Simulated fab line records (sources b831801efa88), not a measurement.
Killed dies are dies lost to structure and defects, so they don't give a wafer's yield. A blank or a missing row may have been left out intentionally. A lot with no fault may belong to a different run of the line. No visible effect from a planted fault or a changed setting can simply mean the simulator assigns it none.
Which tool did it?	flow gf180mcu	39 wafers from 13 lots sampled at 2 of the route's 602 steps

WHAT THE GAUGES READ, wafer by wafer
GF_V2_THK_MEAS_01. Usual: V2_CVD_00_THK 611 nm, standard deviation 5.9.
lot	measured	on	V2_CVD_00_THK (nm)	flag
L343	day 19 00:30	filmMetro-03	617 612 621	
L344	day 19 08:13	filmMetro-03	607 614 612	
L345	day 19 17:21	filmMetro-02	605 610 607	
L346	day 20 13:31	filmMetro-04	612 600 620	
L347	day 20 21:20	filmMetro-03	614 609 608	
L348	day 21 07:38	filmMetro-03	607 618 614	
L349	day 21 14:08	filmMetro-03	597 609 612	
L350	day 21 15:23	filmMetro-04	618 610 617	
L360	day 25 13:22	filmMetro-02	616 625 624	
L362	day 26 01:32	filmMetro-02	610 606 603	
L363	day 26 09:23	filmMetro-04	616 616 618	
L364	day 26 16:14	filmMetro-04	610 614 608	
L366	day 27 03:59	filmMetro-03	619 620 619	

TOOL THAT RAN EACH LOT (tool first, then ch and the chambers of the sampled wafers, then the start)
lot	GF_M2_SPUTTER_04
L343	pvdSputter-01, day 17 23:51
L344	pvdSputter-03, day 18 07:37
L345	pvdSputter-03, day 18 15:28
L346	pvdSputter-03, day 19 12:35
L347	pvdSputter-01, day 19 20:10
L348	pvdSputter-03, day 20 06:55
L349	pvdSputter-02, day 20 13:01
L350	pvdSputter-01, day 20 15:10
L360	pvdSputter-01, day 24 15:23
L362	pvdSputter-02, day 25 03:16
L363	pvdSputter-01, day 25 12:03
L364	pvdSputter-03, day 25 18:22
L366	pvdSputter-02, day 26 06:47
- GF_M2_SPUTTER_04: material TiN, target thk 50 nm, time 41.7 s.

AS READ BY THE TOOLS THEMSELVES (means over the sampled wafers that have a number; for cases with no such wafer, the mark the record gives instead)
GF_M2_SPUTTER_04. Usual: throttleValvePct at 30.4 %, with a standard deviation of 0.65.
lot	tool	throttleValvePct (%)	flag
L343	pvdSputter-01	31.1	
L344	pvdSputter-03	30.4	
L345	pvdSputter-03	30.7	
L346	pvdSputter-03	30.4	
L347	pvdSputter-01	31.0	
L348	pvdSputter-03	30.3	
L349	pvdSputter-02	30.1	
L350	pvdSputter-01	30.8	
L360	pvdSputter-01	31.2	
L362	pvdSputter-02	30.0	
L363	pvdSputter-01	30.1	
L364	pvdSputter-03	30.2	
L366	pvdSputter-02	30.1	

THE ANSWER, worked out from the rows above alone
Rule: a lot counts as off when the mean over its wafers that have a number is more than 3 standard deviations away from the usual mean. A lot without any number at a reading at which 4 lots or more have one is off too. All remaining lots with rows at the step are treated as sound. First the gauges in route order, then the tools' own readings, where a lot's mean is used as printed above. The first step at which some lot is off is used, and at that step the reading that is off furthest; a lot without a number counts as furthest.
Nothing can be told from this: no lot is off at any reading shown.

WHAT WAS PUT IN BY THE SIMULATOR
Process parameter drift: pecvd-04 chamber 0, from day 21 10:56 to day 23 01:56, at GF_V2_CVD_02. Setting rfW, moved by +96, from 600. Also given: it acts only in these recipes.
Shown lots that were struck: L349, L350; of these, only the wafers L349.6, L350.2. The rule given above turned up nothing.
